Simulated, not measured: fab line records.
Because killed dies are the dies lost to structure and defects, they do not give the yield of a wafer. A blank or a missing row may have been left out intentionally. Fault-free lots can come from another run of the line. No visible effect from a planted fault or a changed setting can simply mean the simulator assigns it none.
Which tool did it? ; flow gf180mcu ; 45 wafers from 15 lots sampled at 4 of the route's 602 steps

## WHAT THE GAUGES READ, wafer by wafer
The record holds no reading of a measuring or inspecting step that can be judged against a usual standard deviation.

## WHICH TOOL RAN EACH LOT (tool, then ch and the chambers of the sampled wafers, then the start)
lot;GF_VT_IMPLANT_STRIP_20;GF_VT_IMPLANT_STRIP_31;GF_VT_IMPLANT_RTA_45;GF_POLY_GATE_PEB_08
L141;plasma-asher-04 ch 0,1, day 6 09:21;plasma-asher-04 ch 0,1, day 6 23:54;rtp-anneal-02 ch 0, day 7 15:07;litho-track-01 ch 0, day 9 03:57
L142;plasma-asher-03 ch 0,1, day 6 12:20;plasma-asher-04 ch 0,1, day 7 04:07;rtp-anneal-02 ch 0, day 7 20:08;litho-track-03 ch 0, day 9 14:05
L143;plasma-asher-01 ch 0,1, day 6 18:47;plasma-asher-04 ch 0,1, day 7 10:13;rtp-anneal-02 ch 0, day 8 02:26;litho-track-03 ch 0, day 9 22:26
L144;plasma-asher-01 ch 0,1, day 7 03:49;plasma-asher-04 ch 0,1, day 7 19:40;rtp-anneal-01 ch 0, day 8 11:54;litho-track-01 ch 0, day 10 04:56
L145;plasma-asher-03 ch 0,1, day 7 09:55;plasma-asher-01 ch 1, day 8 01:34;rtp-anneal-02 ch 0, day 8 18:46;litho-track-03 ch 0, day 10 15:16
L148;plasma-asher-01 ch 0,1, day 8 02:47;plasma-asher-04 ch 0,1, day 8 19:34;rtp-anneal-02 ch 0, day 9 12:08;litho-track-04 ch 0, day 11 05:03
L149;plasma-asher-04 ch 0,1, day 8 06:52;plasma-asher-01 ch 0,1, day 8 23:34;rtp-anneal-02 ch 0, day 9 16:41;litho-track-03 ch 0, day 11 09:17
L150;plasma-asher-03 ch 0,1, day 8 15:19;plasma-asher-04 ch 0,1, day 9 06:58;rtp-anneal-02 ch 0, day 10 00:28;litho-track-01 ch 0, day 11 18:34
L151;plasma-asher-01 ch 0,1, day 8 22:33;plasma-asher-01 ch 0,1, day 9 14:13;rtp-anneal-02 ch 0, day 10 08:31;litho-track-04 ch 0, day 12 05:01
L152;plasma-asher-03 ch 0,1, day 9 05:41;plasma-asher-03 ch 0,1, day 9 22:39;rtp-anneal-01 ch 0, day 10 17:24;litho-track-04 ch 0, day 12 12:33
L154;plasma-asher-03 ch 0,1, day 9 17:43;plasma-asher-03 ch 0,1, day 10 11:47;rtp-anneal-01 ch 0, day 11 06:07;litho-track-03 ch 0, day 13 01:55
L160;plasma-asher-04 ch 0,1, day 11 07:17;plasma-asher-04 ch 0, day 12 02:19;rtp-anneal-01 ch 0, day 12 22:19;litho-track-04, day 14 19:59
L161;plasma-asher-03 ch 0,1, day 11 13:10;plasma-asher-01 ch 0,1, day 12 09:13;rtp-anneal-02 ch 0, day 13 05:49;litho-track-03, day 15 04:30
L162;plasma-asher-04 ch 0,1, day 11 16:23;plasma-asher-03 ch 0,1, day 12 11:40;rtp-anneal-02 ch 0, day 13 07:38;litho-track-03, day 15 08:14
L164;plasma-asher-04 ch 1, day 12 13:53;plasma-asher-04 ch 0,1, day 13 09:16;rtp-anneal-01 ch 0, day 14 05:23;litho-track-04 ch 0, day 16 07:44
- GF_VT_IMPLANT_STRIP_20: strips in O2/N2.
- GF_VT_IMPLANT_STRIP_31: strips in O2/N2.
- GF_VT_IMPLANT_RTA_45: time 30 s.
- GF_POLY_GATE_PEB_08: peb time 90 s.

## WHAT THE TOOLS THEMSELVES READ (means of the sampled wafers that have a number; where no wafer has one, the mark that the record gives instead)
GF_VT_IMPLANT_STRIP_20. Usual: drypump-motor-current-A 5.5 A, standard deviation 0.42; heater-power-w 318 W, standard deviation 20; oes-product-au 0.716 a.u., standard deviation 0.0045; strip-time-to-endpoint-s 12.63 s, standard deviation 0.04.
lot;tool;drypump-motor-current-A (A);heater-power-w (W);oes-product-au (a.u.);strip-time-to-endpoint-s (s);flag
L141;plasma-asher-04;5.6;341;0.714;12.60;
L142;plasma-asher-03;5.9;320;0.721;12.70;
L143;plasma-asher-01;5.2;309;0.711;12.67;
L144;plasma-asher-01;5.3;296;0.714;12.64;
L145;plasma-asher-03;5.5;309;0.716;12.60;
L148;plasma-asher-01;5.3;300;0.716;12.69;
L149;plasma-asher-04;5.6;331;0.713;12.59;
L150;plasma-asher-03;5.9;321;0.719;12.66;
L151;plasma-asher-01;5.2;299;0.716;12.61;
L152;plasma-asher-03;5.5;307;0.717;12.63;
L154;plasma-asher-03;5.9;319;0.716;12.59;
L160;plasma-asher-04;5.6;338;0.718;12.60;
L161;plasma-asher-03;5.5;308;0.716;12.63;
L162;plasma-asher-04;5.6;333;0.714;12.63;
L164;plasma-asher-04;5.5;352;0.710;12.62;

GF_VT_IMPLANT_STRIP_31. Usual: drypump-motor-current-A 5.5 A, standard deviation 0.36; heater-power-w 323 W, standard deviation 21; oes-product-au 0.716 a.u., standard deviation 0.0046; strip-time-to-endpoint-s 12.64 s, standard deviation 0.038.
lot;tool;drypump-motor-current-A (A);heater-power-w (W);oes-product-au (a.u.);strip-time-to-endpoint-s (s);flag
L141;plasma-asher-04;5.6;338;0.718;12.59;
L142;plasma-asher-04;5.6;334;0.716;12.62;
L143;plasma-asher-04;5.6;336;0.716;12.64;
L144;plasma-asher-04;5.6;337;0.714;12.65;
L145;plasma-asher-01;5.3;286;0.720;12.67;
L148;plasma-asher-04;5.6;335;0.715;12.67;
L149;plasma-asher-01;5.3;296;0.719;12.61;
L150;plasma-asher-04;5.6;335;0.716;12.62;
L151;plasma-asher-01;5.2;307;0.719;12.63;
L152;plasma-asher-03;5.5;308;0.710;12.61;
L154;plasma-asher-03;5.5;311;0.717;12.60;
L160;plasma-asher-04;5.7;334;0.721;12.67;
L161;plasma-asher-01;5.2;305;0.716;12.57;
L162;plasma-asher-03;5.9;319;0.719;12.63;
L164;plasma-asher-04;5.6;348;0.717;12.64;

GF_VT_IMPLANT_RTA_45. Usual: lamp-power-pct 34.1 %, standard deviation 1.7; wafer_temp_C_max 1053.0, standard deviation 0.69.
lot;tool;lamp-power-pct (%);wafer_temp_C_max;flag
L141;rtp-anneal-02;35.3;1052.6;
L142;rtp-anneal-02;35.3;1053.1;
L143;rtp-anneal-02;35.3;1053.1;
L144;rtp-anneal-01;31.7;1053.4;
L145;rtp-anneal-02;35.3;1053.3;
L148;rtp-anneal-02;35.3;1053.5;
L149;rtp-anneal-02;35.3;1052.4;
L150;rtp-anneal-02;35.4;1052.0;
L151;rtp-anneal-02;35.3;1053.2;
L152;rtp-anneal-01;31.7;1052.7;
L154;rtp-anneal-01;31.7;1052.3;
L160;rtp-anneal-01;31.7;1053.8;
L161;rtp-anneal-02;35.3;1053.0;
L162;rtp-anneal-02;35.3;1053.0;
L164;rtp-anneal-01;31.7;1052.7;

GF_POLY_GATE_PEB_08. Usual: chill-plate-temp-C 22.99 C, standard deviation 0.12; exhaust-pa 44.9 Pa, standard deviation 0.88.
lot;tool;chill-plate-temp-C (C);exhaust-pa (Pa);flag
L141;litho-track-01;22.98;44.9;
L142;litho-track-03;23.12;45.0;
L143;litho-track-03;22.98;45.3;
L144;litho-track-01;23.07;44.5;
L145;litho-track-03;23.02;46.0;
L148;litho-track-04;22.86;44.5;
L149;litho-track-03;22.93;46.0;
L150;litho-track-01;23.04;46.1;
L151;litho-track-04;23.04;46.4;
L152;litho-track-04;23.20;45.3;
L154;litho-track-03;23.03;44.3;
L160;litho-track-04;-;-;OFF
L161;litho-track-03;-;-;OFF
L162;litho-track-03;-;-;OFF
L164;litho-track-04;22.97;43.6;

## THE ANSWER, worked out from the rows above alone
Rule: a lot is off if the mean of its wafers that have a number lies more than 3 standard deviations from the usual mean. A lot without any number at a reading at which 4 lots or more have one is off too. Any other lot the step has rows for is counted as sound. After the gauges, taken in route order, come the tools' own readings; for these a lot's mean is taken, as printed above. At the first step where some lot is off, the reading lying furthest off is the one used; lots without a number count as furthest.
Off, at GF_POLY_GATE_PEB_08 on chill-plate-temp-C: L160, L161, L162. Without a number there: L160, L161, L162.
A tool fits if, at that step or a process step before it, it ran every lot that is off, and no sound lot after the first of them. None of those tried fits.

## WHAT THE SIMULATOR PUT IN
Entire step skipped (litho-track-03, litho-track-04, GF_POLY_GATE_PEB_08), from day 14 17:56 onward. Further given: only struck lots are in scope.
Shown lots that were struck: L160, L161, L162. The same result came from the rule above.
